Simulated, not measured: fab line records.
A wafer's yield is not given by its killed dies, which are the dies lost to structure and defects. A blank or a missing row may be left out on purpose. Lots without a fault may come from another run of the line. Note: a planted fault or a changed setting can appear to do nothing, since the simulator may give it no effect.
Matching of chambers || flow sky130 || rie-diel-03 running SKY_PASSIVATION_ETCH_11: 4 sister chambers
The step etches the open film in CF4/O2, stops on AlCu, target depth 725 nm, time 161.1 s. 33 wafers are shown with their chamber, then 12 later ones without.

WAFERS WITH THEIR CHAMBER
{"wafer": "L074.3", "chamber": 1, "drypump-motor-current-A (A)": 5.6, "oes-product-au (a.u.)": 0.977, "throttle-valve-pct (%)": 5.963}
{"wafer": "L074.4", "chamber": 2, "drypump-motor-current-A (A)": 5.3, "oes-product-au (a.u.)": 0.983, "throttle-valve-pct (%)": 5.974}
{"wafer": "L074.6", "chamber": 1, "drypump-motor-current-A (A)": 5.6, "oes-product-au (a.u.)": 0.977, "throttle-valve-pct (%)": 5.961}
{"wafer": "L075.2", "chamber": 2, "drypump-motor-current-A (A)": 5.3, "oes-product-au (a.u.)": 0.971, "throttle-valve-pct (%)": 5.966}
{"wafer": "L075.4", "chamber": 0, "drypump-motor-current-A (A)": 6.0, "oes-product-au (a.u.)": 0.983, "throttle-valve-pct (%)": 5.979}
{"wafer": "L075.5", "chamber": 0, "drypump-motor-current-A (A)": 6.0, "oes-product-au (a.u.)": 0.979, "throttle-valve-pct (%)": 5.965}
{"wafer": "L078.1", "chamber": 2, "drypump-motor-current-A (A)": 5.3, "oes-product-au (a.u.)": 0.976, "throttle-valve-pct (%)": 5.964}
{"wafer": "L078.3", "chamber": 1, "drypump-motor-current-A (A)": 5.6, "oes-product-au (a.u.)": 0.976, "throttle-valve-pct (%)": 5.966}
{"wafer": "L078.4", "chamber": 0, "drypump-motor-current-A (A)": 5.9, "oes-product-au (a.u.)": 0.987, "throttle-valve-pct (%)": 5.966}
{"wafer": "L079.1", "chamber": 0, "drypump-motor-current-A (A)": 6.0, "oes-product-au (a.u.)": 0.979, "throttle-valve-pct (%)": 5.959}
{"wafer": "L079.5", "chamber": 2, "drypump-motor-current-A (A)": 5.2, "oes-product-au (a.u.)": 0.981, "throttle-valve-pct (%)": 5.973}
{"wafer": "L079.6", "chamber": 3, "drypump-motor-current-A (A)": 5.7, "oes-product-au (a.u.)": 0.976, "throttle-valve-pct (%)": 5.956}
{"wafer": "L081.2", "chamber": 2, "drypump-motor-current-A (A)": 5.3, "oes-product-au (a.u.)": 0.968, "throttle-valve-pct (%)": 5.961}
{"wafer": "L081.4", "chamber": 3, "drypump-motor-current-A (A)": 5.7, "oes-product-au (a.u.)": 0.973, "throttle-valve-pct (%)": 5.950}
{"wafer": "L081.5", "chamber": 2, "drypump-motor-current-A (A)": 5.3, "oes-product-au (a.u.)": 0.977, "throttle-valve-pct (%)": 5.964}
{"wafer": "L088.3", "chamber": 1, "drypump-motor-current-A (A)": 5.7, "oes-product-au (a.u.)": 0.974, "throttle-valve-pct (%)": 5.959}
{"wafer": "L088.5", "chamber": 3, "drypump-motor-current-A (A)": 5.7, "oes-product-au (a.u.)": 0.987, "throttle-valve-pct (%)": 5.984}
{"wafer": "L088.6", "chamber": 0, "drypump-motor-current-A (A)": 6.0, "oes-product-au (a.u.)": 0.985, "throttle-valve-pct (%)": 5.976}
{"wafer": "L089.1", "chamber": 2, "drypump-motor-current-A (A)": 5.3, "oes-product-au (a.u.)": 0.974, "throttle-valve-pct (%)": 5.967}
{"wafer": "L089.2", "chamber": 3, "drypump-motor-current-A (A)": 5.7, "oes-product-au (a.u.)": 0.984, "throttle-valve-pct (%)": 5.971}
{"wafer": "L089.3", "chamber": 0, "drypump-motor-current-A (A)": 6.0, "oes-product-au (a.u.)": 0.981, "throttle-valve-pct (%)": 5.966}
{"wafer": "L089.4", "chamber": 1, "drypump-motor-current-A (A)": 5.7, "oes-product-au (a.u.)": 0.988, "throttle-valve-pct (%)": 5.962}
{"wafer": "L089.5", "chamber": 0, "drypump-motor-current-A (A)": 6.0, "oes-product-au (a.u.)": 0.989, "throttle-valve-pct (%)": 5.972}
{"wafer": "L089.6", "chamber": 3, "drypump-motor-current-A (A)": 5.7, "oes-product-au (a.u.)": 0.975, "throttle-valve-pct (%)": 5.972}
{"wafer": "L090.1", "chamber": 2, "drypump-motor-current-A (A)": 5.3, "oes-product-au (a.u.)": 0.984, "throttle-valve-pct (%)": 5.972}
{"wafer": "L090.4", "chamber": 2, "drypump-motor-current-A (A)": 5.3, "oes-product-au (a.u.)": 0.980, "throttle-valve-pct (%)": 5.955}
{"wafer": "L090.5", "chamber": 0, "drypump-motor-current-A (A)": 6.0, "oes-product-au (a.u.)": 0.986, "throttle-valve-pct (%)": 5.965}
{"wafer": "L091.1", "chamber": 0, "drypump-motor-current-A (A)": 5.9, "oes-product-au (a.u.)": 0.975, "throttle-valve-pct (%)": 5.951}
{"wafer": "L091.2", "chamber": 1, "drypump-motor-current-A (A)": 5.7, "oes-product-au (a.u.)": 0.980, "throttle-valve-pct (%)": 5.971}
{"wafer": "L091.4", "chamber": 1, "drypump-motor-current-A (A)": 5.6, "oes-product-au (a.u.)": 0.981, "throttle-valve-pct (%)": 5.960}
{"wafer": "L092.2", "chamber": 3, "drypump-motor-current-A (A)": 5.7, "oes-product-au (a.u.)": 0.974, "throttle-valve-pct (%)": 5.968}
{"wafer": "L092.4", "chamber": 3, "drypump-motor-current-A (A)": 5.7, "oes-product-au (a.u.)": 0.983, "throttle-valve-pct (%)": 5.962}
{"wafer": "L092.6", "chamber": 2, "drypump-motor-current-A (A)": 5.3, "oes-product-au (a.u.)": 0.988, "throttle-valve-pct (%)": 5.973}

SIGNATURES, as means of the wafers listed above
{"reading": "drypump-motor-current-A", "chamber 0": 5.978, "chamber 1": 5.643, "chamber 2": 5.290, "chamber 3": 5.700, "scatter within a chamber": 0.0379}
{"reading": "oes-product-au", "chamber 0": 0.98267, "chamber 1": 0.97900, "chamber 2": 0.97820, "chamber 3": 0.97886, "scatter within a chamber": 0.00534}
{"reading": "throttle-valve-pct", "chamber 0": 5.96656, "chamber 1": 5.96314, "chamber 2": 5.96690, "chamber 3": 5.96614, "scatter within a chamber": 0.00785}
Rule: a wafer lies at a distance from a chamber equal to the root of the sum of squares, over the readings, of (its reading less the chamber's mean, divided by the reading's scatter). If the next closest chamber is less than 2 further off than the closest, the wafer can't be placed; otherwise it belongs to the closest. How the scatter is found: for the shown wafers, subtract from each reading the mean of its chamber, square and add these, divide the total by (wafers less chambers), then take the root.

WAFERS WITH NO CHAMBER GIVEN
{"wafer": "L093.1", "drypump-motor-current-A (A)": 5.2, "oes-product-au (a.u.)": 0.964, "throttle-valve-pct (%)": 5.952}
{"wafer": "L093.2", "drypump-motor-current-A (A)": 5.7, "oes-product-au (a.u.)": 0.970, "throttle-valve-pct (%)": 5.962}
{"wafer": "L093.6", "drypump-motor-current-A (A)": 5.3, "oes-product-au (a.u.)": 0.970, "throttle-valve-pct (%)": 5.976}
{"wafer": "L094.1", "drypump-motor-current-A (A)": 5.7, "oes-product-au (a.u.)": 0.961, "throttle-valve-pct (%)": 5.960}
{"wafer": "L094.3", "drypump-motor-current-A (A)": 5.3, "oes-product-au (a.u.)": 0.985, "throttle-valve-pct (%)": 5.966}
{"wafer": "L094.6", "drypump-motor-current-A (A)": 5.9, "oes-product-au (a.u.)": 0.991, "throttle-valve-pct (%)": 5.967}
{"wafer": "L096.1", "drypump-motor-current-A (A)": 5.3, "oes-product-au (a.u.)": 0.984, "throttle-valve-pct (%)": 5.957}
{"wafer": "L096.2", "drypump-motor-current-A (A)": 6.0, "oes-product-au (a.u.)": 0.973, "throttle-valve-pct (%)": 5.963}
{"wafer": "L096.3", "drypump-motor-current-A (A)": 5.7, "oes-product-au (a.u.)": 0.972, "throttle-valve-pct (%)": 5.961}
{"wafer": "L097.2", "drypump-motor-current-A (A)": 6.0, "oes-product-au (a.u.)": 0.973, "throttle-valve-pct (%)": 5.968}
{"wafer": "L097.5", "drypump-motor-current-A (A)": 5.3, "oes-product-au (a.u.)": 0.975, "throttle-valve-pct (%)": 5.977}
{"wafer": "L097.6", "drypump-motor-current-A (A)": 5.7, "oes-product-au (a.u.)": 0.975, "throttle-valve-pct (%)": 5.977}

CHAMBER TAKEN BY EACH
{"wafer": "L093.1", "from the rows above": 2, "in truth": 2}
{"wafer": "L093.2", "from the rows above": "can't be placed: 3 or 1", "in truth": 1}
{"wafer": "L093.6", "from the rows above": 2, "in truth": 2}
{"wafer": "L094.1", "from the rows above": "can't be placed: 3 or 1", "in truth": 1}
{"wafer": "L094.3", "from the rows above": 2, "in truth": 2}
{"wafer": "L094.6", "from the rows above": 0, "in truth": 0}
{"wafer": "L096.1", "from the rows above": 2, "in truth": 2}
{"wafer": "L096.2", "from the rows above": 0, "in truth": 0}
{"wafer": "L096.3", "from the rows above": "can't be placed: 3 or 1", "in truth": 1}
{"wafer": "L097.2", "from the rows above": 0, "in truth": 0}
{"wafer": "L097.5", "from the rows above": 2, "in truth": 2}
{"wafer": "L097.6", "from the rows above": "can't be placed: 3 or 1", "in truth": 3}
Placed correctly: 8 of 12. Can't be placed from these rows: 4 (the true chamber is among the candidates in 4). Number placed wrongly: 0.
